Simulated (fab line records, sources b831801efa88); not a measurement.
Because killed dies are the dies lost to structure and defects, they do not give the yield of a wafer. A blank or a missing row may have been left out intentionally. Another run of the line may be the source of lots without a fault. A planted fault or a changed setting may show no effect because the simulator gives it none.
Chamber matching -- flow sky130 -- 4 sister chambers for SKY_VIA2_CMP_24 on cmp-02
The step polishes, stops on SiO2, t overpolish 20 s, target thk 0 nm. 22 wafers are shown with their chamber, then 11 later ones without.

## WAFERS WITH THEIR CHAMBER
wafer,chamber,motor current A (A),time to endpoint s (s),overpolish run s (s)
L075.1,1,11.0,103,19.999
L075.4,3,11.9,104,20.018
L075.5,1,11.1,98,19.998
L076.1,1,11.4,102,19.988
L076.4,3,12.1,103,20.002
L076.6,2,11.5,104,20.006
L079.1,3,11.9,111,20.004
L079.3,0,12.0,100,20.005
L079.5,2,10.8,103,20.008
L080.1,1,10.8,98,20.008
L080.2,2,10.9,102,20.004
L080.6,1,11.4,101,20.004
L083.2,0,11.9,102,20.008
L083.3,1,10.9,102,20.014
L083.4,2,11.7,109,20.000
L084.1,0,11.6,105,19.997
L084.5,1,10.9,101,20.002
L084.6,0,12.1,100,20.001
L087.1,1,11.0,103,20.001
L087.3,0,11.7,100,19.994
L087.4,3,11.7,105,19.988
L088.4,0,12.1,100,19.995

SIGNATURES, as means of the wafers listed above
reading,chamber 0,chamber 1,chamber 2,chamber 3,scatter within a chamber
motor current A,11.900,11.062,11.225,11.900,0.263
time to endpoint s,101.17,101.00,104.50,105.75,2.54
overpolish run s,20.00000,20.00175,20.00450,20.00300,0.00765
Rule: for a wafer and a chamber, the distance is found by dividing, reading by reading, the gap between the wafer's reading and the chamber's mean by the reading's scatter, squaring, summing and taking the root. The wafer belongs to the nearest chamber; if the next one is less than 2 further off, it can't be placed. The scatter is the square root of a quotient: the sum, over the shown wafers, of each reading's squared deviation from its chamber's mean, divided by wafers minus chambers.

## WAFERS WITHOUT THEIR CHAMBER
wafer,motor current A (A),time to endpoint s (s),overpolish run s (s)
L088.5,11.5,103,19.996
L088.6,11.2,102,19.988
L092.2,11.8,102,19.998
L092.3,10.8,108,19.996
L092.4,11.3,102,19.999
L096.2,11.5,100,20.006
L096.4,11.5,107,19.998
L096.6,12.4,101,19.998
L097.4,11.1,107,20.001
L097.5,11.6,101,19.998
L097.6,11.3,100,20.001

## WHICH CHAMBER EACH WENT THROUGH
wafer,from the rows above,in truth
L088.5,can't be placed: 2 or 0 or 1 or 3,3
L088.6,can't be placed: 1 or 2 or 0 or 3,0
L092.2,can't be placed: 0 or 3 or 2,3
L092.3,can't be placed: 2 or 1 or 3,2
L092.4,can't be placed: 1 or 2 or 0 or 3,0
L096.2,can't be placed: 0 or 1 or 2 or 3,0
L096.4,can't be placed: 2 or 3 or 0 or 1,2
L096.6,can't be placed: 0 or 3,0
L097.4,can't be placed: 2 or 1 or 3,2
L097.5,can't be placed: 0 or 1 or 2 or 3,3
L097.6,can't be placed: 1 or 2 or 0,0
Correctly placed: 0 of 11. Can't be placed from these rows: 11 (the true chamber is among the candidates in 11). Number placed wrongly: 0.
